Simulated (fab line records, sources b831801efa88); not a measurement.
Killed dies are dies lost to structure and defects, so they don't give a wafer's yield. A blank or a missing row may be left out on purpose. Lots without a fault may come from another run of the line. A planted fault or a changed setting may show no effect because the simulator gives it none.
Which tool did it? | flow sky130 | 24 lots, 72 wafers sampled, at 6 steps of a route of 708

WHAT THE GAUGES READ, wafer by wafer
SKY_VT_ADJUST_HVTR_OVL_MEAS_08. Usual: VT_ADJUST_HVTR_OVL -0.9 nm, standard deviation 1.3.
lot  | measured     | on         | VT_ADJUST_HVTR_OVL (nm) | flag
L074 | day 9 10:47  | overlay-02 | -0.5 -1.3 -2.6          |
L075 | day 9 19:28  | overlay-02 | -3.2 -0.9 -1.2          |
L076 | day 10 04:35 | overlay-02 | -2.3 -1.4 -2.5          |
L077 | day 10 09:07 | overlay-02 | -1.2 -0.4 -1.5          |
L078 | day 10 13:24 | overlay-02 | -2.3 -3.0 -2.4          |
L079 | day 11 00:05 | overlay-02 | 0.7 -2.3 -1.2           |
L080 | day 11 03:05 | overlay-02 | -2.2 -2.9 -0.6          |
L081 | day 11 15:10 | overlay-01 | 1.4 0.2 0.5             |
L082 | day 11 22:52 | overlay-02 | -1.1 -0.9 0.8           |
L083 | day 12 02:04 | overlay-02 | -0.4 0.3 0.5            |
L084 | day 12 04:22 | overlay-02 | -1.0 -1.0 -1.5          |
L085 | day 12 18:40 | overlay-02 | -0.6 -2.3 -0.6          |
L086 | day 12 22:33 | overlay-02 | -2.2 -1.1 -0.5          |
L087 | day 13 09:28 | overlay-01 | 1.1 -0.8 0.4            |
L088 | day 13 17:34 | overlay-01 | 0.1 -1.0 0.0            |
L089 | day 13 23:22 | overlay-02 | -1.3 -1.6 -2.7          |
L090 | day 14 14:22 | overlay-01 | 1.5 0.2 0.3             |
L091 | day 14 21:46 | overlay-02 | -0.8 -1.6 0.6           |
L092 | day 15 07:45 | overlay-02 | 0.3 -0.3 -2.1           |
L093 | day 15 08:04 | overlay-01 | 0.0 -3.2 -0.7           |
L094 | day 15 09:01 | overlay-02 | -0.9 1.6 -0.3           |
L095 | day 16 13:55 | overlay-02 | -3.0 -1.8 -2.9          |
L097 | day 16 18:03 | overlay-02 | 0.2 -1.4 -0.4           |
L096 | day 16 23:05 | overlay-01 | -2.9 -3.0 -3.0          |

SKY_VIA3_OVL_MEAS_13. Usual: VIA3_OVL -1 nm, standard deviation 6.4.
lot  | measured     | on         | VIA3_OVL (nm) | flag
L074 | day 39 21:17 | overlay-02 | 4 5 5         |
L075 | day 39 23:19 | overlay-01 | -11 -14 -12   |
L076 | day 40 02:53 | overlay-01 | -4 -9 -4      |
L077 | day 40 11:10 | overlay-02 | 1 5 0         |
L078 | day 40 16:58 | overlay-01 | -5 -10 -8     |
L079 | day 40 22:11 | overlay-02 | -2 -8 5       |
L080 | day 41 03:03 | overlay-01 | -1 0 6        |
L081 | day 41 08:04 | overlay-01 | -6 -1 -6      |
L082 | day 41 21:35 | overlay-01 | -4 1 -2       |
L083 | day 42 01:59 | overlay-01 | 8 0 12        |
L084 | day 42 04:04 | overlay-02 | -3 -2 -6      |
L085 | day 42 14:34 | overlay-01 | 10 2 2        |
L086 | day 43 02:17 | overlay-01 | 8 4 12        |
L087 | day 43 04:41 | overlay-02 | -6 -7 -1      |
L088 | day 43 21:07 | overlay-02 | -7 -16 -13    |
L089 | day 44 00:13 | overlay-02 | 0 0 5         |
L090 | day 44 10:32 | overlay-02 | 5 4 4         |
L091 | day 44 20:23 | overlay-01 | -1 1 2        |
L092 | day 44 23:23 | overlay-01 | -4 4 3        |
L093 | day 44 22:38 | overlay-01 | 2 3 7         |
L094 | day 45 03:07 | overlay-02 | -15 -10 -12   |
L095 | day 46 01:20 | overlay-02 | 4 2 -10       |
L097 | day 46 02:56 | overlay-01 | 7 4 3         |
L096 | day 46 06:56 | overlay-01 | 1 0 0         |

WHICH TOOL RAN EACH LOT (tool, then ch and the chambers of the sampled wafers, then the start)
lot  | SKY_LDD_HVN_STRIP_09                 | SKY_VIA1_ETCH_14                   | SKY_METAL2_METAL_ETCH_19          | SKY_CAPM_CVD_00
L074 | plasma_asher-03 ch 0,1, day 20 16:27 | rie_diel-04 ch 2,3, day 34 06:29   | rie_metal-01 ch 0,1, day 35 10:11 | pecvd-03 ch 0,1,2, day 36 15:14
L075 | plasma_asher-02 ch 0,1, day 20 17:42 | rie_diel-02 ch 1,2, day 34 09:47   | rie_metal-04 ch 1, day 35 13:50   | pecvd-01 ch 0,1,2, day 36 17:40
L076 | plasma_asher-02 ch 0,1, day 21 05:52 | rie_diel-02 ch 0,2,3, day 34 11:26 | rie_metal-03 ch 0,1, day 35 15:26 | pecvd-03 ch 0,2, day 36 20:11
L077 | plasma_asher-04 ch 0,1, day 21 07:12 | rie_diel-04 ch 1,2,3, day 35 00:55 | rie_metal-03 ch 0,1, day 36 03:47 | pecvd-02 ch 0,1,2, day 37 07:14
L078 | plasma_asher-04 ch 0,1, day 21 12:01 | rie_diel-02 ch 0,1,2, day 35 02:56 | rie_metal-01 ch 0,1, day 36 06:36 | pecvd-03 ch 0,1,2, day 37 10:56
L079 | plasma_asher-04 ch 0,1, day 22 05:20 | rie_diel-04 ch 0,1,3, day 35 08:46 | rie_metal-04 ch 0, day 36 12:49   | pecvd-01 ch 1,2, day 37 16:38
L080 | plasma_asher-04 ch 0,1, day 22 11:15 | rie_diel-04 ch 1,2,3, day 35 14:35 | rie_metal-01 ch 0,1, day 36 18:24 | pecvd-03 ch 1,2, day 37 22:43
L081 | plasma_asher-03 ch 0,1, day 22 23:11 | rie_diel-03 ch 0,3, day 35 21:26   | rie_metal-04 ch 0, day 37 00:59   | pecvd-02 ch 0,1, day 38 04:42
L082 | plasma_asher-03 ch 0,1, day 23 11:06 | rie_diel-04 ch 1,3, day 36 11:05   | rie_metal-04 ch 0,1, day 37 14:40 | pecvd-01 ch 0,1, day 38 18:06
L083 | plasma_asher-03 ch 0,1, day 23 14:02 | rie_diel-02 ch 0,1, day 36 14:47   | rie_metal-01 ch 0,1, day 37 18:21 | pecvd-03 ch 0,1, day 38 22:25
L084 | plasma_asher-02 ch 0,1, day 23 17:07 | rie_diel-04 ch 0,1,2, day 36 16:41 | rie_metal-04 ch 0,1, day 37 20:35 | pecvd-02 ch 0,2, day 39 00:37
L085 | plasma_asher-02 ch 0,1, day 24 02:41 | rie_diel-02 ch 1,2,3, day 37 07:37 | rie_metal-04 ch 0,1, day 38 10:10 | pecvd-01 ch 0,2, day 39 14:00
L086 | plasma_asher-03 ch 0,1, day 24 08:37 | rie_diel-02 ch 0,1, day 37 12:22   | rie_metal-01 ch 0,1, day 38 15:23 | pecvd-01 ch 0,1,2, day 39 19:00
L087 | plasma_asher-03 ch 0,1, day 25 00:26 | rie_diel-04 ch 0,3, day 37 19:53   | rie_metal-03 ch 0,1, day 38 22:36 | pecvd-01 ch 0,2, day 40 02:02
L088 | plasma_asher-02 ch 0,1, day 25 14:08 | rie_diel-02 ch 1,2,3, day 38 13:46 | rie_metal-01 ch 1, day 39 16:13   | pecvd-03 ch 0,1,2, day 40 20:18
L089 | plasma_asher-04 ch 0,1, day 25 19:50 | rie_diel-02 ch 0,1,2, day 38 18:35 | rie_metal-01 ch 1, day 39 20:44   | pecvd-02 ch 1,2, day 40 23:37
L090 | plasma_asher-04 ch 0,1, day 26 19:09 | rie_diel-02 ch 0,1,2, day 39 07:11 | rie_metal-03 ch 0,1, day 40 09:14 | pecvd-02 ch 0,1,2, day 41 11:48
L091 | plasma_asher-02 ch 0,1, day 26 22:19 | rie_diel-03 ch 0,2,3, day 39 14:44 | rie_metal-03 ch 0,1, day 40 17:37 | pecvd-03 ch 0,1,2, day 41 21:30
L092 | plasma_asher-03 ch 0,1, day 27 03:05 | rie_diel-02 ch 0,1,3, day 39 19:17 | rie_metal-03 ch 0,1, day 40 21:07 | pecvd-01 ch 0,2, day 42 00:25
L093 | plasma_asher-03 ch 1, day 27 02:36   | rie_diel-03 ch 0,2,3, day 39 18:40 | rie_metal-01 ch 0,1, day 40 20:46 | pecvd-03 ch 0,1,2, day 41 23:29
L094 | plasma_asher-04 ch 0,1, day 27 04:26 | rie_diel-03 ch 0,3, day 39 21:53   | rie_metal-01 ch 1, day 41 00:18   | pecvd-03 ch 0,1,2, day 42 03:58
L095 | plasma_asher-03 ch 0,1, day 28 14:02 | rie_diel-03 ch 0,1, day 41 00:50   | rie_metal-04 ch 0,1, day 42 02:22 | pecvd-01 ch 0,2, day 43 05:01
L097 | plasma_asher-02 ch 0,1, day 28 14:34 | rie_diel-02 ch 1,2, day 41 01:23   | rie_metal-01 ch 0,1, day 42 02:51 | pecvd-03 ch 0,2, day 43 05:47
L096 | plasma_asher-02 ch 0,1, day 29 03:12 | rie_diel-02 ch 0,1,2, day 41 08:20 | rie_metal-03 ch 0,1, day 42 09:51 | pecvd-03 ch 0,2, day 43 11:22
- SKY_LDD_HVN_STRIP_09: strips in O2/N2.
- SKY_VIA1_ETCH_14: etches BARC in N2/H2, stops on SiO2, time 45.9 s, target depth 60 nm.
- SKY_METAL2_METAL_ETCH_19: etches the open film in Cl2/BCl3, stops on SiO2, target depth 360 nm, time 78 s.
- SKY_CAPM_CVD_00: deposits SiO2, target thk 15.5 nm.

WHAT THE TOOLS THEMSELVES READ (means of the sampled wafers that have a number; where no wafer has one, the mark that the record gives instead)
SKY_LDD_HVN_STRIP_09. Usual: drypump_motor_current_A 5.9 A, standard deviation 0.52; oes_product_au 0.408 a.u., standard deviation 0.004; strip_time_to_endpoint_s 4.141 s, standard deviation 0.015.
lot  | tool            | drypump_motor_current_A (A) | oes_product_au (a.u.) | strip_time_to_endpoint_s (s) | flag
L074 | plasma_asher-03 | 6.2                         | 0.405                 | 4.144                        |
L075 | plasma_asher-02 | 6.1                         | 0.407                 | 4.143                        |
L076 | plasma_asher-02 | 5.7                         | 0.410                 | 4.130                        |
L077 | plasma_asher-04 | 5.5                         | 0.407                 | 4.137                        |
L078 | plasma_asher-04 | 5.8                         | 0.407                 | 4.150                        |
L079 | plasma_asher-04 | 5.8                         | 0.407                 | 4.144                        |
L080 | plasma_asher-04 | 5.5                         | 0.405                 | 4.155                        |
L081 | plasma_asher-03 | 6.2                         | 0.406                 | 4.153                        |
L082 | plasma_asher-03 | 5.8                         | 0.408                 | 4.143                        |
L083 | plasma_asher-03 | 6.2                         | 0.410                 | 4.153                        |
L084 | plasma_asher-02 | 5.8                         | 0.410                 | 4.124                        |
L085 | plasma_asher-02 | 6.1                         | 0.411                 | 4.128                        |
L086 | plasma_asher-03 | 5.8                         | 0.406                 | 4.143                        |
L087 | plasma_asher-03 | 5.8                         | 0.410                 | 4.160                        |
L088 | plasma_asher-02 | 6.1                         | 0.406                 | 4.148                        |
L089 | plasma_asher-04 | 5.9                         | 0.404                 | 4.161                        |
L090 | plasma_asher-04 | 5.5                         | 0.410                 | 4.147                        |
L091 | plasma_asher-02 | 6.1                         | 0.412                 | 4.156                        |
L092 | plasma_asher-03 | 6.2                         | 0.408                 | 4.123                        |
L093 | plasma_asher-03 | 6.5                         | 0.407                 | 4.123                        |
L094 | plasma_asher-04 | 5.4                         | 0.409                 | 4.134                        |
L095 | plasma_asher-03 | 6.2                         | 0.407                 | 4.148                        |
L097 | plasma_asher-02 | 6.1                         | 0.408                 | 4.121                        |
L096 | plasma_asher-02 | 6.1                         | 0.410                 | 4.141                        |

SKY_VIA1_ETCH_14. Usual: drypump_motor_current_A 5.9 A, standard deviation 0.38; oes_product_au 0.854 a.u., standard deviation 0.0049; throttle_valve_pct 13.224 %, standard deviation 0.009.
lot  | tool        | drypump_motor_current_A (A) | oes_product_au (a.u.) | throttle_valve_pct (%) | flag
L074 | rie_diel-04 | 5.7                         | 0.857                 | 13.228                 |
L075 | rie_diel-02 | 5.9                         | 0.853                 | 13.225                 |
L076 | rie_diel-02 | 6.3                         | 0.855                 | 13.224                 |
L077 | rie_diel-04 | 5.9                         | 0.854                 | 13.220                 |
L078 | rie_diel-02 | 6.0                         | 0.854                 | 13.225                 |
L079 | rie_diel-04 | 6.0                         | 0.853                 | 13.228                 |
L080 | rie_diel-04 | 5.9                         | 0.854                 | 13.231                 |
L081 | rie_diel-03 | 5.8                         | 0.844                 | 13.229                 |
L082 | rie_diel-04 | 5.9                         | 0.848                 | 13.229                 |
L083 | rie_diel-02 | 6.0                         | 0.853                 | 13.219                 |
L084 | rie_diel-04 | 6.2                         | 0.854                 | 13.218                 |
L085 | rie_diel-02 | 6.1                         | 0.855                 | 13.224                 |
L086 | rie_diel-02 | 5.9                         | 0.860                 | 13.227                 |
L087 | rie_diel-04 | 5.8                         | 0.851                 | 13.219                 |
L088 | rie_diel-02 | 6.1                         | 0.856                 | 13.234                 |
L089 | rie_diel-02 | 5.9                         | 0.856                 | 13.228                 |
L090 | rie_diel-02 | 6.0                         | 0.855                 | 13.230                 |
L091 | rie_diel-03 | 5.6                         | 0.858                 | 13.229                 |
L092 | rie_diel-02 | 6.2                         | 0.852                 | 13.227                 |
L093 | rie_diel-03 | 5.5                         | 0.855                 | 13.226                 |
L094 | rie_diel-03 | 5.8                         | 0.861                 | 13.218                 |
L095 | rie_diel-03 | 5.6                         | 0.850                 | 13.221                 |
L097 | rie_diel-02 | 6.0                         | 0.850                 | 13.221                 |
L096 | rie_diel-02 | 6.0                         | 0.854                 | 13.230                 |

SKY_METAL2_METAL_ETCH_19. Usual: drypump_motor_current_A 5.8 A, standard deviation 0.45; oes_product_au 0.850 a.u., standard deviation 0.0093; throttle_valve_pct 22.265 %, standard deviation 0.0094.
lot  | tool         | drypump_motor_current_A (A) | oes_product_au (a.u.) | throttle_valve_pct (%) | flag
L074 | rie_metal-01 | 5.4                         | 0.850                 | 22.263                 |
L075 | rie_metal-04 | 6.0                         | 0.840                 | 22.265                 |
L076 | rie_metal-03 | 5.7                         | 0.863                 | 22.264                 |
L077 | rie_metal-03 | 5.8                         | 0.867                 | 22.271                 |
L078 | rie_metal-01 | 5.3                         | 0.844                 | 22.264                 |
L079 | rie_metal-04 | 6.3                         | 0.841                 | 22.259                 |
L080 | rie_metal-01 | 5.3                         | 0.861                 | 22.265                 |
L081 | rie_metal-04 | 6.3                         | 0.867                 | 22.262                 |
L082 | rie_metal-04 | 6.2                         | 0.845                 | 22.277                 |
L083 | rie_metal-01 | 5.3                         | 0.847                 | 22.255                 |
L084 | rie_metal-04 | 6.2                         | 0.843                 | 22.255                 |
L085 | rie_metal-04 | 6.1                         | 0.848                 | 22.269                 |
L086 | rie_metal-01 | 5.4                         | 0.852                 | 22.265                 |
L087 | rie_metal-03 | 6.0                         | 0.846                 | 22.268                 |
L088 | rie_metal-01 | 5.3                         | 0.846                 | 22.276                 |
L089 | rie_metal-01 | 5.3                         | 0.847                 | 22.265                 |
L090 | rie_metal-03 | 5.8                         | 0.848                 | 22.270                 |
L091 | rie_metal-03 | 5.7                         | 0.866                 | 22.267                 |
L092 | rie_metal-03 | 6.1                         | 0.842                 | 22.267                 |
L093 | rie_metal-01 | 5.4                         | 0.850                 | 22.259                 |
L094 | rie_metal-01 | 5.3                         | 0.847                 | 22.257                 |
L095 | rie_metal-04 | 6.1                         | 0.860                 | 22.268                 |
L097 | rie_metal-01 | 5.4                         | 0.858                 | 22.250                 |
L096 | rie_metal-03 | 5.7                         | 0.839                 | 22.261                 |

SKY_CAPM_CVD_00. Usual: heater_power_outer_w 430 W, standard deviation 74; heater_power_w 732 W, standard deviation 120.
lot  | tool     | heater_power_outer_w (W) | heater_power_w (W) | flag
L074 | pecvd-03 | 389                      | 688                |
L075 | pecvd-01 | 476                      | 779                |
L076 | pecvd-03 | 462                      | 827                |
L077 | pecvd-02 | 342                      | 622                |
L078 | pecvd-03 | 413                      | 718                |
L079 | pecvd-01 | 419                      | 732                |
L080 | pecvd-03 | 356                      | 601                |
L081 | pecvd-02 | 388                      | 693                |
L082 | pecvd-01 | 434                      | 719                |
L083 | pecvd-03 | 439                      | 757                |
L084 | pecvd-02 | 327                      | 582                |
L085 | pecvd-01 | 498                      | 815                |
L086 | pecvd-01 | 491                      | 797                |
L087 | pecvd-01 | 444                      | 750                |
L088 | pecvd-03 | 414                      | 730                |
L089 | pecvd-02 | 442                      | 733                |
L090 | pecvd-02 | 387                      | 688                |
L091 | pecvd-03 | 449                      | 765                |
L092 | pecvd-01 | 492                      | 777                |
L093 | pecvd-03 | 386                      | 690                |
L094 | pecvd-03 | 395                      | 690                |
L095 | pecvd-01 | 495                      | 807                |
L097 | pecvd-03 | 464                      | 785                |
L096 | pecvd-03 | 505                      | 862                |

THE ANSWER, worked out from the rows above alone
Rule: a lot is off if the mean of its wafers that have a number lies more than 3 standard deviations from the usual mean. A lot without any number at a reading at which 4 lots or more have one is off too. The other lots that the step has rows for count as sound. The gauges are gone through in route order, then the tools' own readings, and for those a lot's mean is taken as printed above. The first step at which some lot is off is used, and at that step the reading that is off furthest; a lot without a number counts as furthest.
No lot is off at any reading shown: from this, nothing can be told.

WHAT THE SIMULATOR HAD PUT IN
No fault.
